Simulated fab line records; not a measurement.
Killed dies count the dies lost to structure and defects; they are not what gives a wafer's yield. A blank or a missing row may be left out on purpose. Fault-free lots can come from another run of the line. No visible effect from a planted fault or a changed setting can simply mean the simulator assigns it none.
What tool caused it?	flow gf180mcu	7 lots, 21 wafers sampled, at 2 steps of a route of 602

## WHAT EACH GAUGE READ, for each wafer
GF_M2_OVL_MEAS_15.
lot	measured	on	M2_OVL (nm)
L514	day 19 20:09	overlay-02	0 -6 -8
L517	day 21 05:37	overlay-02	-1 0 -3
L519	day 21 19:49	overlay-02	-8 -11 -6
L522	day 23 00:46	overlay-01	-1 -8 -2
L528	day 25 02:49	overlay-01	-5 -4 -8
L533	day 26 10:31	overlay-01	3 4 6
L535	day 27 06:22	overlay-01	-16 -13 -15

## TOOL THAT RAN EACH LOT (tool first, then ch and the chambers of the sampled wafers, then the start)
lot	GF_M2_SPUTTER_01
L514	pvd_sputter-04, day 18 18:46
L517	pvd_sputter-04, day 20 05:13
L519	pvd_sputter-02, day 20 19:33
L522	pvd_sputter-01, day 22 01:16
L528	pvd_sputter-04, day 24 04:39
L533	pvd_sputter-01, day 25 13:28
L535	pvd_sputter-04, day 26 09:32
- GF_M2_SPUTTER_01: material TiN, target thk 30 nm, time 25 s.

## THE ANSWER, worked out from the rows above alone
Rule: usual is defined by the lots themselves. The widest of any qualifying gaps counts: lots, ordered by their means at a reading, are off when they make up no more than a third of the lots, leave a main group of 4 or more, and stand apart from it by 3 or more times the standard deviation of that group's means. A main group is skipped when, at the precision printed for the reading in the tables above, its means are all equal. Also off: a lot with no number at a reading for which 4 or more lots have one. The other lots that the step has rows for count as sound.
No lot is off at any reading shown: from this, nothing can be told.

## WHAT THE SIMULATOR HAD PUT IN
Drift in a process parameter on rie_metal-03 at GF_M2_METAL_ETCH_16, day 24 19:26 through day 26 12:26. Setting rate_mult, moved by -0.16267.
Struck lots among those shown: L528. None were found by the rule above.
